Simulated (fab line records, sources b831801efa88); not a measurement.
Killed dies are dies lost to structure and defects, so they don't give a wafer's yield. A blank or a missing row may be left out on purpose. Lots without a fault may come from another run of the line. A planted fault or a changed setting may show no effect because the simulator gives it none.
Which tool did it? | flow sky130 | 14 lots, 42 wafers sampled, at 1 step of a route of 708

WHAT THE GAUGES READ, wafer by wafer
SKY_VT_ADJUST_PCH_OVL_MEAS_07.
lot  | measured     | on         | VT_ADJUST_PCH_OVL (nm)
L605 | day 10 11:32 | overlay-01 | 0.3 -0.6 0.4
L608 | day 11 08:59 | overlay-02 | 0.9 0.1 1.7
L610 | day 11 22:26 | overlay-01 | -0.7 -0.8 0.1
L617 | day 14 13:38 | overlay-02 | -2.5 -0.7 -0.1
L618 | day 14 19:21 | overlay-02 | 1.5 3.4 2.4
L619 | day 14 22:35 | overlay-01 | 1.6 1.0 -1.1
L620 | day 15 07:32 | overlay-01 | 0.1 0.4 0.8
L622 | day 16 00:39 | overlay-01 | 1.1 0.7 0.7
L623 | day 16 08:05 | overlay-02 | 0.9 1.1 -0.2
L624 | day 16 13:08 | overlay-01 | 2.0 2.1 1.0
L625 | day 16 20:17 | overlay-02 | 0.0 -0.6 -0.9
L626 | day 17 03:35 | overlay-02 | 0.6 0.8 3.3
L627 | day 17 09:17 | overlay-02 | 2.4 1.5 2.4
L628 | day 18 03:32 | overlay-01 | -1.1 -2.7 -2.0

WHICH TOOL RAN EACH LOT (tool, then ch and the chambers of the sampled wafers, then the start)
The record holds no process step before these readings.

WHAT THE TOOLS THEMSELVES READ (means of the sampled wafers that have a number; where no wafer has one, the mark that the record gives instead)
The record holds no such reading with a usual standard deviation.

THE ANSWER, worked out from the rows above alone
Rule: what is usual is taken from the lots themselves. Put in order of their means at a reading, lots are off if they are a third of the lots or fewer, leave a main group of 4 or more, and stand apart from it by a gap of 3 or more times the standard deviation of the main group's means; of several such gaps the widest counts. A main group whose means are all the same, to the digits that the tables above print for the reading, isn't used. A lot without any number at a reading at which 4 lots or more have one is off too. The other lots that the step has rows for count as sound. The gauges are gone through in route order, then the tools' own readings, and for those a lot's mean is taken as printed above. The first step at which some lot is off is used, and at that step the reading that is off furthest; a lot without a number counts as furthest.
No lot is off at any reading shown: from this, nothing can be told.

WHAT THE SIMULATOR HAD PUT IN
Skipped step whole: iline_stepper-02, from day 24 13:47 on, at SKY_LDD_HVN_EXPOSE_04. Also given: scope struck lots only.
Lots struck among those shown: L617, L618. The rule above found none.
